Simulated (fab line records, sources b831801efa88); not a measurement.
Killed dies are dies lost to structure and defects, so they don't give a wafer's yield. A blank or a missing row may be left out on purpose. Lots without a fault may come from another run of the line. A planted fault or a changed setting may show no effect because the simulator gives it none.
One fault seen from 2 desks | flow gf180mcu | each desk has only its own numbers; what lay behind them comes last

THE METROLOGY DESK
What the gauges read, lot by lot, whatever tool the lot ran on: means of the sampled wafers that have a number. A lot is out of limits, marked OUT, if its mean lies more than 4 standard deviations from the usual mean; the brackets give that distance.
Columns: A = HV_LDD_CVD_54_THK at GF_HV_LDD_THK_MEAS_55, usual 10.01 nm; B = cd_nm at GF_NSD_CD_MEAS_07, usual 400.3 nm
lot  | first seen here | A               | B
L420 | day 12 13:01    | 10.01           | 401.0
L421 | day 12 23:57    | 10.07           | 401.7
L422 | day 13 03:29    | 10.21           | 401.1
L425 | day 14 09:07    | 10.04           | 401.0
L428 | day 15 08:08    | 12.47 (+20) OUT | 402.2
L435 | day 17 19:53    | 9.86            | 400.9
L436 | day 18 08:45    | 10.04           | 396.7
L437 | day 18 15:10    | 10.00           | 398.3
L438 | day 18 18:52    | 9.93            | 400.0
L439 | day 19 06:57    | 9.86            | 399.7
L440 | day 19 08:12    | 10.18           | 399.1
L442 | day 20 01:49    | 10.08           | 405.6
This desk's finding: out of limits on L428; first on L428, day 15 08:08 (HV_LDD_CVD_54_THK at GF_HV_LDD_THK_MEAS_55). In limits: L420, L421, L422, L425, L435, L436, L437, L438, L439, L440, L442.

THE TOOL OWNER'S DESK: lpcvd-01
The tool's own readings at GF_HV_LDD_CVD_54 (deposits SiO2 from TEOS, target thk 10 nm, time 75 s): means of the sampled wafers that have a number, for each lot that ran on this tool. A lot is out of limits, marked OUT, if its mean lies more than 4 standard deviations from the usual mean; the brackets give that distance.
Columns: A = spike_tc_bottom_C at GF_HV_LDD_CVD_54, usual 700.2 C; B = spike_tc_centre_C at GF_HV_LDD_CVD_54, usual 680.8 C; C = spike_tc_lower_C at GF_HV_LDD_CVD_54, usual 679.8 C; D = spike_tc_top_C at GF_HV_LDD_CVD_54, usual 695.4 C; E = spike_tc_upper_C at GF_HV_LDD_CVD_54, usual 679.2 C; F = zone_power_centre_pct at GF_HV_LDD_CVD_54, usual 11.0 %
lot  | first seen here | A                | B                | C                | D                | E                | F
L420 | day 12 11:59    | 704.0            | 681.2            | 679.3            | 697.7            | 677.1            | 11.2
L428 | day 15 07:07    | 712.6 (+4.6) OUT | 689.3 (+7.1) OUT | 688.6 (+7.3) OUT | 706.9 (+6.0) OUT | 686.5 (+4.5) OUT | 11.4
L435 | day 17 18:52    | 697.8            | 680.4            | 679.1            | 694.6            | 679.0            | 10.1
L436 | day 18 07:43    | 697.1            | 679.0            | 679.1            | 693.0            | 680.7            | 10.0
L437 | day 18 14:09    | 703.5            | 681.1            | 679.4            | 697.4            | 678.5            | 11.1
L438 | day 18 17:51    | 697.9            | 678.6            | 679.5            | 694.1            | 680.5            | 9.9
L439 | day 19 05:56    | 703.5            | 679.8            | 678.8            | 695.9            | 677.2            | 11.2
L442 | day 20 00:48    | 697.8            | 680.2            | 679.3            | 693.2            | 681.3            | 10.1
This desk's finding: out of limits on L428; first on L428, day 15 07:07 (spike_tc_bottom_C at GF_HV_LDD_CVD_54). In limits: L420, L435, L436, L437, L438, L439, L442.

PUT TOGETHER
The tool owner's desk could have raised an alarm at day 15 07:07, on L428.
The metrology desk could have raised an alarm at day 15 08:08, on L428.
Of the lots named, all ran GF_HV_LDD_CVD_54 on lpcvd-01.

WHAT THE SIMULATOR HAD PUT IN
Process parameter drift: lpcvd-01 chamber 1, from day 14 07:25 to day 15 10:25, at GF_HV_LDD_CVD_54. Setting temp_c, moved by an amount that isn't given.
Lots struck among those shown: L428.
Hours from the fault's start to each desk's first reading out of limits: the tool owner's desk, 24; the metrology desk, 25.
